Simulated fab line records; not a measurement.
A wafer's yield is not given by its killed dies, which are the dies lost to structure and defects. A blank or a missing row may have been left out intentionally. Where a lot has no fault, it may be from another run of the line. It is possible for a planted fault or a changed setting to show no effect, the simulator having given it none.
fab line records :: flow sky130
record
  lots=6
  wafers=18
  lastDay=49
route steps=708 shown DNWELL@39 PWDE@45 PAD_OPEN@708
lots untouched by any fault: they come from a run of this same line in which no faults occurred
startH: hours from the record's first day to the start of the lot's first wafer shown :: waitH: hours from the lot's prior step to this one :: " as in the row above :: L1.1+2: several wafers, shown together as one row :: - either no value or no given start :: * or withheld: withheld :: < > ~ a bound
route shown NAME@n: NAME is a module with steps in the file, n the number in the route of the first one :: usual: mean and standard deviation over wafers with no fault :: same: alike in all rows :: chamber/n: place in a boat :: sites: per-site readings :: _std_site: the values' standard deviation :: _edge_site: mean of outer sites minus mean of inner sites :: radiusMm: for every site, how far away it sits from the centre of the wafer :: mask NAME#n: copy n :: behind: the tool/chamber that last shaped the wafer :: hold: why the lot went on hold/how many hours it stayed there/how the hold came to an end :: device: the n, p or np transistor that did not switch :: end of line: tests of these same wafers at the route's end :: for a step that has no rows: nothing shown but its recipe :: killed: count of dies lost to structure and defects at first sort (not the wafer's yield) :: map: dies across one wafer; x = killed, . = not, _ = none there
set.NAME: the setting the step ran with; set.NAME@STEP: the setting that earlier step ran with :: model.NAME: the simulator's own value behind a step, which no gauge read
lots at some steps of the route; a table a step, a row a wafer
services: the hour from which a tool's chamber was out of use, counted from the record's first day as startH (under 0 if before that day), plus the number of hours and why
## steps
# step SKY_DNWELL_EXPOSE_04
# recipe
  maskId=DNM
  na=0.57
  targetCdNm=3000
  doseMj=222
# step SKY_DNWELL_PEB_05
# recipe
  tempC=115
  timeS=withheld
# step SKY_DNWELL_DEVELOP_06
# recipe
  wallAngleDeg=90
  developer=TMAH
  developTimeS=60
  devTempC=23
# step SKY_DNWELL_IMPLANT_07
# recipe
  species=P
  energyKev=withheld
  doseCm2=withheld
  tiltDeg=withheld
# step SKY_DNWELL_STRIP_08
# recipe
  chemistry=O2/N2
  powerW=1400
  pressureMtorr=1500
  platenTempC=withheld
  o2FlowSccm=3000
  n2FlowSccm=300
  overashFraction=0.5
# usual
  drypumpMotorCurrentA=5.73/0.13
  oesProductAu=0.722/0.0049
  stripTimeToEndpointS=36.91/0.092
lot.wafer: L543.3
tool: plasmaAsher-01
chamber: 0
startH: 71.25
waitH: 0.1
drypumpMotorCurrentA: 5.49
oesProductAu: 0.726
rfHoursCounterH: -
stripTimeToEndpointS: 37.12

lot.wafer: L543.4
tool: plasmaAsher-01
chamber: 1
startH: 71.25
waitH: 0.1
drypumpMotorCurrentA: 5.72
oesProductAu: 0.723
rfHoursCounterH: -
stripTimeToEndpointS: 37.15

lot.wafer: L543.6
tool: plasmaAsher-01
chamber: 0
startH: 71.25
waitH: 0.1
drypumpMotorCurrentA: 5.49
oesProductAu: 0.718
rfHoursCounterH: -
stripTimeToEndpointS: 37.19

lot.wafer: L545.1
tool: plasmaAsher-01
chamber: 0
startH: 80.19
waitH: 0.1
drypumpMotorCurrentA: 5.50
oesProductAu: 0.715
rfHoursCounterH: 33
stripTimeToEndpointS: 36.93

lot.wafer: L545.4
tool: plasmaAsher-01
chamber: 0
startH: 80.19
waitH: 0.1
drypumpMotorCurrentA: 5.48
oesProductAu: 0.732
rfHoursCounterH: -
stripTimeToEndpointS: 36.95

lot.wafer: L545.5
tool: plasmaAsher-01
chamber: 1
startH: 80.19
waitH: 0.1
drypumpMotorCurrentA: 5.72
oesProductAu: 0.716
rfHoursCounterH: -
stripTimeToEndpointS: 36.91

lot.wafer: L555.1
tool: plasmaAsher-02
chamber: 0
startH: 133.07
waitH: 0.1
drypumpMotorCurrentA: 5.61
oesProductAu: 0.725
rfHoursCounterH: 1
stripTimeToEndpointS: 36.83

lot.wafer: L555.2
tool: plasmaAsher-02
chamber: 1
startH: 133.07
waitH: 0.1
drypumpMotorCurrentA: 5.89
oesProductAu: 0.718
rfHoursCounterH: 1
stripTimeToEndpointS: 36.86

lot.wafer: L555.3
tool: plasmaAsher-02
chamber: 0
startH: 133.07
waitH: 0.1
drypumpMotorCurrentA: 5.61
oesProductAu: 0.722
rfHoursCounterH: -
stripTimeToEndpointS: 36.92

lot.wafer: L556.2
tool: plasmaAsher-04
chamber: 0
startH: 143.87
waitH: 0.1
drypumpMotorCurrentA: 5.75
oesProductAu: 0.722
rfHoursCounterH: 30
stripTimeToEndpointS: 36.92

lot.wafer: L556.3
tool: plasmaAsher-04
chamber: 0
startH: 143.87
waitH: 0.1
drypumpMotorCurrentA: 5.75
oesProductAu: 0.723
rfHoursCounterH: -
stripTimeToEndpointS: 36.94

lot.wafer: L556.4
tool: plasmaAsher-04
chamber: 1
startH: 143.87
waitH: 0.1
drypumpMotorCurrentA: 5.88
oesProductAu: 0.723
rfHoursCounterH: -
stripTimeToEndpointS: 36.95

lot.wafer: L558.2
tool: plasmaAsher-04
chamber: 0
startH: 153.27
waitH: 0.1
drypumpMotorCurrentA: 5.73
oesProductAu: 0.717
rfHoursCounterH: 31
stripTimeToEndpointS: 36.91

lot.wafer: L558.3
tool: plasmaAsher-04
chamber: 1
startH: 153.27
waitH: 0.1
drypumpMotorCurrentA: 5.86
oesProductAu: 0.727
rfHoursCounterH: -
stripTimeToEndpointS: 37.02

lot.wafer: L558.6
tool: plasmaAsher-04
chamber: 1
startH: 153.27
waitH: 0.1
drypumpMotorCurrentA: 5.84
oesProductAu: 0.719
rfHoursCounterH: -
stripTimeToEndpointS: 37.00

lot.wafer: L560.2
tool: plasmaAsher-02
chamber: 1
startH: 162.12
waitH: 0.1
drypumpMotorCurrentA: 5.85
oesProductAu: 0.724
rfHoursCounterH: 4
stripTimeToEndpointS: 36.84

lot.wafer: L560.5
tool: plasmaAsher-02
chamber: 0
startH: 162.12
waitH: 0.1
drypumpMotorCurrentA: 5.62
oesProductAu: 0.725
rfHoursCounterH: -
stripTimeToEndpointS: 36.80

lot.wafer: L560.6
tool: plasmaAsher-02
chamber: 1
startH: 162.12
waitH: 0.1
drypumpMotorCurrentA: 5.88
oesProductAu: 0.721
rfHoursCounterH: -
stripTimeToEndpointS: 36.84
# step SKY_DNWELL_TW_MEAS_09
# usual
  DNWELL_TW=1122/8.8
lot.wafer: L543.3
tool: filmMetro-03
chamber: -
startH: 71.34
waitH: 0.1
DNWELL_TW: 1126

lot.wafer: L543.4
tool: filmMetro-03
chamber: -
startH: 71.34
waitH: 0.1
DNWELL_TW: 1122

lot.wafer: L543.6
tool: filmMetro-03
chamber: -
startH: 71.34
waitH: 0.1
DNWELL_TW: 1119

lot.wafer: L545.1
tool: filmMetro-03
chamber: -
startH: 80.29
waitH: 0.1
DNWELL_TW: 1121

lot.wafer: L545.4
tool: filmMetro-03
chamber: -
startH: 80.29
waitH: 0.1
DNWELL_TW: 1118

lot.wafer: L545.5
tool: filmMetro-03
chamber: -
startH: 80.29
waitH: 0.1
DNWELL_TW: 1117

lot.wafer: L555.1
tool: filmMetro-04
chamber: -
startH: 133.17
waitH: 0.1
DNWELL_TW: 1110

lot.wafer: L555.2
tool: filmMetro-04
chamber: -
startH: 133.17
waitH: 0.1
DNWELL_TW: 1109

lot.wafer: L555.3
tool: filmMetro-04
chamber: -
startH: 133.17
waitH: 0.1
DNWELL_TW: 1110

lot.wafer: L556.2
tool: filmMetro-04
chamber: -
startH: 143.98
waitH: 0.1
DNWELL_TW: 1113

lot.wafer: L556.3
tool: filmMetro-04
chamber: -
startH: 143.98
waitH: 0.1
DNWELL_TW: 1110

lot.wafer: L556.4
tool: filmMetro-04
chamber: -
startH: 143.98
waitH: 0.1
DNWELL_TW: 1114

lot.wafer: L558.2
tool: filmMetro-04
chamber: -
startH: 153.38
waitH: 0.1
DNWELL_TW: 1115

lot.wafer: L558.3
tool: filmMetro-04
chamber: -
startH: 153.38
waitH: 0.1
DNWELL_TW: 1118

lot.wafer: L558.6
tool: filmMetro-04
chamber: -
startH: 153.38
waitH: 0.1
DNWELL_TW: 1118

lot.wafer: L560.2
tool: filmMetro-02
chamber: -
startH: 162.23
waitH: 0.1
DNWELL_TW: 1137

lot.wafer: L560.5
tool: filmMetro-02
chamber: -
startH: 162.23
waitH: 0.1
DNWELL_TW: 1140

lot.wafer: L560.6
tool: filmMetro-02
chamber: -
startH: 162.23
waitH: 0.1
DNWELL_TW: 1138
# step SKY_PWDE_DEHYDRATE_00
# recipe
  tempC=200
  timeS=60
# step SKY_PWDE_HMDS_01
# recipe
  primeTimeS=60
  primeTempC=120
# step SKY_PWDE_COAT_02
# recipe
  spinRpm=2000
  resistThkNm=3000
# step SKY_PWDE_SOFTBAKE_03
# recipe
  tempC=110
  timeS=withheld
# step SKY_PWDE_EXPOSE_04
# recipe
  maskId=PWDEM
  na=0.6
  sourceShape=conventional
  sigmaOuter=0.6
  polarization=unpolarized
  targetCdNm=840
  doseMj=214
# step SKY_PWDE_PEB_05
# recipe
  tempC=115
  timeS=withheld
# step SKY_PWDE_DEVELOP_06
# recipe
  wallAngleDeg=90
  developer=TMAH
  developTimeS=60
  devTempC=23
# usual
  developerTempC=23.00/0.091
  exhaustPa=45.2/0.88
lot.wafer: L543.3
tool: lithoTrack-02
chamber: 0
startH: 87
waitH: -
developerTempC: 23.09
exhaustPa: 45.8

lot.wafer: L543.4
tool: lithoTrack-02
chamber: 0
startH: 87
waitH: -
developerTempC: 23.07
exhaustPa: 46.4

lot.wafer: L543.6
tool: lithoTrack-02
chamber: 0
startH: 87
waitH: -
developerTempC: 23.05
exhaustPa: 46.7

lot.wafer: L545.1
tool: lithoTrack-04
chamber: 0
startH: 97
waitH: -
developerTempC: 22.94
exhaustPa: 43.8

lot.wafer: L545.4
tool: lithoTrack-04
chamber: 0
startH: 97
waitH: -
developerTempC: 22.87
exhaustPa: 45.4

lot.wafer: L545.5
tool: lithoTrack-04
chamber: 0
startH: 97
waitH: -
developerTempC: 22.94
exhaustPa: 44.6

lot.wafer: L555.1
tool: lithoTrack-02
chamber: 0
startH: 152
waitH: -
developerTempC: 23.81
exhaustPa: 45.9

lot.wafer: L555.2
tool: lithoTrack-02
chamber: 0
startH: 152
waitH: -
developerTempC: 23.94
exhaustPa: 46.2

lot.wafer: L555.3
tool: lithoTrack-02
chamber: 0
startH: 152
waitH: -
developerTempC: 23.96
exhaustPa: 46.2

lot.wafer: L556.2
tool: lithoTrack-02
chamber: 0
startH: 163
waitH: -
developerTempC: 23.95
exhaustPa: 44.7

lot.wafer: L556.3
tool: lithoTrack-02
chamber: 0
startH: 163
waitH: -
developerTempC: 24.02
exhaustPa: 45.3

lot.wafer: L556.4
tool: lithoTrack-02
chamber: 0
startH: 163
waitH: -
developerTempC: 23.83
exhaustPa: 44.1

lot.wafer: L558.2
tool: lithoTrack-03
chamber: 0
startH: 172
waitH: -
developerTempC: 23.08
exhaustPa: 45.2

lot.wafer: L558.3
tool: lithoTrack-03
chamber: 0
startH: 172
waitH: -
developerTempC: 23.03
exhaustPa: 46.5

lot.wafer: L558.6
tool: lithoTrack-03
chamber: 0
startH: 172
waitH: -
developerTempC: 23.10
exhaustPa: 45.8

lot.wafer: L560.2
tool: lithoTrack-03
chamber: 0
startH: 181
waitH: -
developerTempC: 23.06
exhaustPa: 43.5

lot.wafer: L560.5
tool: lithoTrack-03
chamber: 0
startH: 181
waitH: -
developerTempC: 23.12
exhaustPa: 44.2

lot.wafer: L560.6
tool: lithoTrack-03
chamber: 0
startH: 181
waitH: -
developerTempC: 23.02
exhaustPa: 44.2
# step SKY_PWDE_OVL_MEAS_07
# usual
  PWDE_OVL=0.8/1.4
lot.wafer: L543.3
tool: overlay-01
chamber: -
startH: 87.48
waitH: -
PWDE_OVL[nm]: 0.7

lot.wafer: L543.4
tool: overlay-01
chamber: -
startH: 87.48
waitH: -
PWDE_OVL[nm]: 1.2

lot.wafer: L543.6
tool: overlay-01
chamber: -
startH: 87.48
waitH: -
PWDE_OVL[nm]: 0.6

lot.wafer: L545.1
tool: overlay-01
chamber: -
startH: 98.02
waitH: -
PWDE_OVL[nm]: 2.6

lot.wafer: L545.4
tool: overlay-01
chamber: -
startH: 98.02
waitH: -
PWDE_OVL[nm]: -0.2

lot.wafer: L545.5
tool: overlay-01
chamber: -
startH: 98.02
waitH: -
PWDE_OVL[nm]: -0.9

lot.wafer: L555.1
tool: overlay-01
chamber: -
startH: 152.17
waitH: -
PWDE_OVL[nm]: -0.5

lot.wafer: L555.2
tool: overlay-01
chamber: -
startH: 152.17
waitH: -
PWDE_OVL[nm]: 1.7

lot.wafer: L555.3
tool: overlay-01
chamber: -
startH: 152.17
waitH: -
PWDE_OVL[nm]: 0.2

lot.wafer: L556.2
tool: overlay-01
chamber: -
startH: 163.58
waitH: -
PWDE_OVL[nm]: 0.1

lot.wafer: L556.3
tool: overlay-01
chamber: -
startH: 163.58
waitH: -
PWDE_OVL[nm]: 0.5

lot.wafer: L556.4
tool: overlay-01
chamber: -
startH: 163.58
waitH: -
PWDE_OVL[nm]: -1.9

lot.wafer: L558.2
tool: overlay-02
chamber: -
startH: 172.59
waitH: -
PWDE_OVL[nm]: 3.1

lot.wafer: L558.3
tool: overlay-02
chamber: -
startH: 172.59
waitH: -
PWDE_OVL[nm]: 1.1

lot.wafer: L558.6
tool: overlay-02
chamber: -
startH: 172.59
waitH: -
PWDE_OVL[nm]: 1.0

lot.wafer: L560.2
tool: overlay-01
chamber: -
startH: 181.64
waitH: -
PWDE_OVL[nm]: -1.8

lot.wafer: L560.5
tool: overlay-01
chamber: -
startH: 181.64
waitH: -
PWDE_OVL[nm]: -1.3

lot.wafer: L560.6
tool: overlay-01
chamber: -
startH: 181.64
waitH: -
PWDE_OVL[nm]: 0.3
# step SKY_PAD_OPEN_PROBE_99
# usual
  killed_at_M0_to_M3=44/7
  killed_at_M4_up=3.4/1.7
  killedAtContacts=24/4.9
  killedAtFrontEnd=15/4.5
  killedAtOther=0.4/0.61
  killedDies=86/9.7
  killedOnRim=17/3.6
  killedOpen=47/7.1
  killedShort=39/6.1
# same
  grossDies=492
  killedAtBackSide=0
lot.wafer: L543.3
tool: prober-02
chamber: -
startH: 1102.59
waitH: 0.2
killed_at_M0_to_M3: 38
killed_at_M4_up: 3
killedAtContacts: 30
killedAtFrontEnd: 9
killedAtOther: 1
killedDies: 81
killedOnRim: 15
killedOpen: 52
killedShort: 29

lot.wafer: L543.4
tool: prober-02
chamber: -
startH: 1102.64
waitH: 0.2
killed_at_M0_to_M3: 47
killed_at_M4_up: 4
killedAtContacts: 25
killedAtFrontEnd: 13
killedAtOther: 0
killedDies: 89
killedOnRim: 18
killedOpen: 50
killedShort: 39

lot.wafer: L543.6
tool: prober-02
chamber: -
startH: 1102.74
waitH: 0.2
killed_at_M0_to_M3: 41
killed_at_M4_up: 7
killedAtContacts: 27
killedAtFrontEnd: 13
killedAtOther: 0
killedDies: 88
killedOnRim: 14
killedOpen: 41
killedShort: 47

lot.wafer: L545.1
tool: prober-01
chamber: -
startH: 1110.84
waitH: 0.1
killed_at_M0_to_M3: 52
killed_at_M4_up: 3
killedAtContacts: 28
killedAtFrontEnd: 22
killedAtOther: 0
killedDies: 105
killedOnRim: 20
killedOpen: 48
killedShort: 56

lot.wafer: L545.4
tool: prober-01
chamber: -
startH: 1110.99
waitH: 0.2
killed_at_M0_to_M3: 55
killed_at_M4_up: 2
killedAtContacts: 18
killedAtFrontEnd: 14
killedAtOther: 0
killedDies: 89
killedOnRim: 11
killedOpen: 51
killedShort: 38

lot.wafer: L545.5
tool: prober-01
chamber: -
startH: 1111.04
waitH: 0.2
killed_at_M0_to_M3: 58
killed_at_M4_up: 3
killedAtContacts: 18
killedAtFrontEnd: 15
killedAtOther: 0
killedDies: 94
killedOnRim: 17
killedOpen: 51
killedShort: 43

lot.wafer: L555.1
tool: prober-01
chamber: -
startH: 1169.29
waitH: 0.1
killed_at_M0_to_M3: 55
killed_at_M4_up: 3
killedAtContacts: 17
killedAtFrontEnd: 11
killedAtOther: 0
killedDies: 86
killedOnRim: 22
killedOpen: 40
killedShort: 45

lot.wafer: L555.2
tool: prober-01
chamber: -
startH: 1169.34
waitH: 0.1
killed_at_M0_to_M3: 36
killed_at_M4_up: 4
killedAtContacts: 27
killedAtFrontEnd: 11
killedAtOther: 0
killedDies: 78
killedOnRim: 14
killedOpen: 47
killedShort: 31

lot.wafer: L555.3
tool: prober-01
chamber: -
startH: 1169.39
waitH: 0.2
killed_at_M0_to_M3: 31
killed_at_M4_up: 6
killedAtContacts: 19
killedAtFrontEnd: 15
killedAtOther: 1
killedDies: 72
killedOnRim: 13
killedOpen: 39
killedShort: 31

lot.wafer: L556.2
tool: prober-02
chamber: -
startH: 1174.90
waitH: 0.1
killed_at_M0_to_M3: 40
killed_at_M4_up: 5
killedAtContacts: 15
killedAtFrontEnd: 17
killedAtOther: 0
killedDies: 77
killedOnRim: 19
killedOpen: 42
killedShort: 34

lot.wafer: L556.3
tool: prober-02
chamber: -
startH: 1174.95
waitH: 0.2
killed_at_M0_to_M3: 36
killed_at_M4_up: 4
killedAtContacts: 30
killedAtFrontEnd: 12
killedAtOther: 2
killedDies: 84
killedOnRim: 16
killedOpen: 48
killedShort: 36

lot.wafer: L556.4
tool: prober-02
chamber: -
startH: 1175.00
waitH: 0.2
killed_at_M0_to_M3: 39
killed_at_M4_up: 3
killedAtContacts: 27
killedAtFrontEnd: 7
killedAtOther: 1
killedDies: 77
killedOnRim: 13
killedOpen: 50
killedShort: 26

lot.wafer: L558.2
tool: prober-01
chamber: -
startH: 1181.53
waitH: 0.1
killed_at_M0_to_M3: 51
killed_at_M4_up: 2
killedAtContacts: 26
killedAtFrontEnd: 21
killedAtOther: 0
killedDies: 100
killedOnRim: 25
killedOpen: 60
killedShort: 39

lot.wafer: L558.3
tool: prober-01
chamber: -
startH: 1181.58
waitH: 0.2
killed_at_M0_to_M3: 50
killed_at_M4_up: 3
killedAtContacts: 25
killedAtFrontEnd: 15
killedAtOther: 0
killedDies: 93
killedOnRim: 18
killedOpen: 47
killedShort: 43

lot.wafer: L558.6
tool: prober-01
chamber: -
startH: 1181.73
waitH: 0.2
killed_at_M0_to_M3: 34
killed_at_M4_up: 5
killedAtContacts: 29
killedAtFrontEnd: 14
killedAtOther: 0
killedDies: 82
killedOnRim: 19
killedOpen: 49
killedShort: 33

lot.wafer: L560.2
tool: prober-02
chamber: -
startH: 1184.94
waitH: 0.1
killed_at_M0_to_M3: 38
killed_at_M4_up: 6
killedAtContacts: 24
killedAtFrontEnd: 15
killedAtOther: 0
killedDies: 83
killedOnRim: 20
killedOpen: 43
killedShort: 39

lot.wafer: L560.5
tool: prober-02
chamber: -
startH: 1185.09
waitH: 0.2
killed_at_M0_to_M3: 57
killed_at_M4_up: 2
killedAtContacts: 27
killedAtFrontEnd: 27
killedAtOther: 0
killedDies: 113
killedOnRim: 17
killedOpen: 65
killedShort: 48

lot.wafer: L560.6
tool: prober-02
chamber: -
startH: 1185.14
waitH: 0.2
killed_at_M0_to_M3: 43
killed_at_M4_up: 3
killedAtContacts: 23
killedAtFrontEnd: 14
killedAtOther: 0
killedDies: 83
killedOnRim: 21
killedOpen: 42
killedShort: 39
# killed by level:class
L543.3 CONTACT:geometricParticle:open=12 VIA1:geometricParticle:open=9 LI_CONTACT:geometricParticle:open=8 VIA1:geometricParticle:short=6 VIA3:geometricParticle:open=6 METAL2:geometricParticle:short=5 CONTACT:geometricParticle:short=5 VIA2:geometricParticle:open=5
L543.4 VIA1:geometricParticle:open=8 CONTACT:geometricParticle:open=8 VIA3:geometricParticle:open=7 CONTACT:geometricParticle:short=6 VIA2:geometricParticle:open=6 METAL1:geometricParticle:short=6 METAL1:geometricParticle:open=5 METAL2:geometricParticle:short=5
L543.6 VIA1:geometricParticle:open=10 LI_CONTACT:geometricParticle:open=8 METAL4:geometricParticle:short=6 CONTACT:geometricParticle:open=6 METAL1:geometricParticle:short=6 METAL2:geometricParticle:short=5 VIA2:geometricParticle:short=5 FIELD_ISO:geometricParticle:open=4
L545.1 CONTACT:geometricParticle:open=9 VIA1:geometricParticle:short=9 FIELD_ISO:geometricParticle:short=7 VIA2:geometricParticle:short=7 LI_CONTACT:geometricParticle:open=7 VIA1:geometricParticle:open=7 VIA2:geometricParticle:open=7 METAL2:geometricParticle:short=6
L545.4 VIA1:geometricParticle:open=16 CONTACT:geometricParticle:open=8 VIA3:geometricParticle:open=7 VIA2:geometricParticle:open=6 METAL1:geometricParticle:short=5 VIA1:geometricParticle:short=5 FIELD_ISO:geometricParticle:open=4 FIELD_ISO:geometricParticle:short=4
L545.5 VIA1:geometricParticle:open=16 VIA3:geometricParticle:open=11 VIA2:geometricParticle:open=9 VIA1:geometricParticle:short=8 FIELD_ISO:geometricParticle:open=5 METAL2:geometricParticle:short=5 FIELD_ISO:geometricParticle:short=4 POLY_GATE:geometricParticle:short=4
L555.1 METAL2:geometricParticle:short=10 VIA3:geometricParticle:open=9 VIA1:geometricParticle:open=8 CONTACT:geometricParticle:short=7 METAL1:geometricParticle:short=6 VIA2:geometricParticle:short=6 VIA2:geometricParticle:open=5 CONTACT:geometricParticle:open=4
L555.2 VIA2:geometricParticle:open=10 VIA1:geometricParticle:open=10 CONTACT:geometricParticle:open=9 LI_CONTACT:geometricParticle:open=6 CONTACT:geometricParticle:short=6 POLY_GATE:geometricParticle:open=3 LI_CONTACT:geometricParticle:short=3 LOCAL_INTERCONNECT:geometricParticle:short=3
L555.3 VIA1:geometricParticle:open=9 LI_CONTACT:geometricParticle:open=6 CONTACT:geometricParticle:open=6 METAL3:geometricParticle:short=6 POLY_GATE:geometricParticle:open=4 LOCAL_INTERCONNECT:geometricParticle:short=4 METAL4:geometricParticle:short=4 POLY_GATE:geometricParticle:short=3
L556.2 VIA1:geometricParticle:open=12 CONTACT:geometricParticle:open=6 LI_CONTACT:geometricParticle:open=5 METAL2:geometricParticle:short=5 VIA3:geometricParticle:open=5 FIELD_ISO:geometricParticle:open=4 METAL1:geometricParticle:short=4 VIA1:geometricParticle:short=4
L556.3 CONTACT:geometricParticle:open=13 LI_CONTACT:geometricParticle:open=6 LOCAL_INTERCONNECT:geometricParticle:short=6 METAL1:geometricParticle:short=6 VIA2:geometricParticle:open=6 VIA3:geometricParticle:open=6 VIA1:geometricParticle:short=5 POLY_GATE:geometricParticle:open=5
L556.4 VIA1:geometricParticle:open=12 CONTACT:geometricParticle:open=8 LI_CONTACT:geometricParticle:open=7 LOCAL_INTERCONNECT:geometricParticle:short=6 VIA2:geometricParticle:open=6 METAL2:geometricParticle:open=4 FIELD_ISO:geometricParticle:open=3 CONTACT:geometricParticle:short=3
L558.2 VIA1:geometricParticle:open=20 CONTACT:geometricParticle:open=11 VIA2:geometricParticle:open=9 CONTACT:geometricParticle:short=7 METAL1:geometricParticle:short=5 POLY_GATE:geometricParticle:short=4 POLY_GATE:geometricParticle:open=4 LI_CONTACT:geometricParticle:open=4
L558.3 VIA1:geometricParticle:open=12 CONTACT:geometricParticle:open=8 LOCAL_INTERCONNECT:geometricParticle:short=5 VIA1:geometricParticle:short=5 VIA2:geometricParticle:open=5 VIA3:geometricParticle:short=5 VIA3:geometricParticle:open=5 FIELD_ISO:geometricParticle:open=4
L558.6 CONTACT:geometricParticle:open=14 CONTACT:geometricParticle:short=7 VIA3:geometricParticle:open=6 VIA2:geometricParticle:open=6 VIA1:geometricParticle:open=6 FIELD_ISO:geometricParticle:open=5 METAL1:geometricParticle:short=5 VIA1:geometricParticle:short=4
L560.2 VIA1:geometricParticle:open=13 METAL2:geometricParticle:short=7 LI_CONTACT:geometricParticle:open=6 LOCAL_INTERCONNECT:geometricParticle:short=6 CONTACT:geometricParticle:open=5 POLY_GATE:geometricParticle:short=4 POLY_GATE:geometricParticle:open=4 VIA1:geometricParticle:short=4
L560.5 VIA3:geometricParticle:open=12 CONTACT:geometricParticle:open=11 VIA1:geometricParticle:open=10 LI_CONTACT:geometricParticle:open=10 METAL2:geometricParticle:short=9 POLY_GATE:geometricParticle:short=8 POLY_GATE:geometricParticle:open=8 METAL1:geometricParticle:short=7
L560.6 CONTACT:geometricParticle:open=9 VIA1:geometricParticle:open=8 VIA2:geometricParticle:open=8 LI_CONTACT:geometricParticle:open=7 METAL1:geometricParticle:short=6 METAL2:geometricParticle:short=6 VIA1:geometricParticle:short=5 FIELD_ISO:geometricParticle:short=3
## services
tool: lithoTrack-02
chamber: -
startH: 63.09
hours: -
kind: consumableReplace:filter

tool: plasmaAsher-01
chamber: -
startH: 94.68
hours: 14.6
kind: pm

tool: plasmaAsher-02
chamber: -
startH: 108.75
hours: 9.0
kind: pm

tool: plasmaAsher-02
chamber: 0
startH: 108.75
hours: 9.0
kind: ventCycle

tool: plasmaAsher-02
chamber: 1
startH: 108.75
hours: 9.0
kind: ventCycle

tool: plasmaAsher-02
chamber: 0
startH: 117.75
hours: -
kind: clean

tool: plasmaAsher-02
chamber: 1
startH: 117.75
hours: -
kind: clean

tool: plasmaAsher-02
chamber: -
startH: 177.45
hours: 1.0
kind: repair
## key
firstSign
  step=SKY_PWDE_DEVELOP_06
  reading=developerTempC
  direction=up
  sigmas=10
  usual=*
  struck=*
effect none on later readings
metAt SKY_PWDE_DEVELOP_06
struckWafers L555.1,L555.2,L555.3,L556.2,L556.3,L556.4
testerLeftOut L555,L556
onsetBetween 87 152
fault
  kind=processParameterDrift
  tool=lithoTrack-02
  chamber=-
  onsetH=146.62
  steps=SKY_PWDE_DEVELOP_06
  channel=devTempC
  offset=*
  shape=step
  endH=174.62
  actsIn=*
  stated=*
# testerLeftOut: of these lots the tester's yield and bins aren't shown, on N5 and GAA mostly nor the transistor test; their killed dies are dies lost to structure and defects alone, not to doping, threshold or leakage, so they don't give the yield
